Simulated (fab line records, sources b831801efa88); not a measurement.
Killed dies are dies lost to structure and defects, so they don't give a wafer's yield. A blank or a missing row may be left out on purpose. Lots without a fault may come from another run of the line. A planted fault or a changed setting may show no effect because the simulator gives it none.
Chamber matching | flow sky130 | SKY_CONTACT_CMP_27 on cmp-01: 4 sister chambers
The step polishes, stops on SiO2, t overpolish 15 s, target thk 0 nm. 14 wafers are shown with their chamber, then 7 later ones without.

WAFERS WITH THEIR CHAMBER
wafer  | chamber | motor_current_A (A) | time_to_endpoint_s (s)
L765.2 | 1       | 12.7                | 86
L765.5 | 1       | 13.1                | 87
L765.6 | 2       | 11.5                | 82
L768.1 | 1       | 13.1                | 87
L768.2 | 0       | 13.4                | 82
L768.4 | 3       | 12.2                | 83
L769.1 | 3       | 11.2                | 77
L769.4 | 2       | 11.5                | 71
L769.6 | 3       | 11.7                | 78
L770.1 | 1       | 13.2                | 87
L770.2 | 2       | 10.6                | 82
L770.6 | 1       | 13.5                | 87
L771.1 | 1       | 13.1                | 86
L771.3 | 3       | 11.9                | 79

SIGNATURES (means of the wafers above)
reading            | chamber 0 | chamber 1 | chamber 2 | chamber 3 | scatter within a chamber
motor_current_A    | 13.400    | 13.117    | 11.200    | 11.750    | 0.374
time_to_endpoint_s | 82.00     | 86.67     | 78.33     | 79.25     | 3.21
Rule: a wafer's distance from a chamber is the root of the sum, over the readings, of the square of ((its reading less the chamber's mean) divided by the reading's scatter). The wafer belongs to the nearest chamber; if the next one is less than 2 further off, it can't be placed. The scatter: the root of (the sum of the squares of (reading less its chamber's mean) over the shown wafers, divided by (wafers less chambers)).

WAFERS WITHOUT THEIR CHAMBER
wafer  | motor_current_A (A) | time_to_endpoint_s (s)
L771.5 | 13.3                | 84
L773.1 | 11.3                | 74
L773.2 | 12.9                | 82
L773.5 | 13.6                | 76
L785.1 | 11.3                | 85
L785.2 | 13.0                | 83
L785.4 | 10.8                | 83

WHICH CHAMBER EACH WENT THROUGH
wafer  | from the rows above          | in truth
L771.5 | can't be placed: 0 or 1      | 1
L773.1 | can't be placed: 2 or 3      | 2
L773.2 | can't be placed: 0 or 1 or 3 | 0
L773.5 | can't be placed: 0 or 1      | 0
L785.1 | can't be placed: 2 or 3      | 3
L785.2 | can't be placed: 0 or 1      | 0
L785.4 | can't be placed: 2 or 3      | 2
Placed correctly: 0 of 7. Can't be placed from these rows: 7 (the true chamber is among the candidates in 7). Placed wrongly: 0.
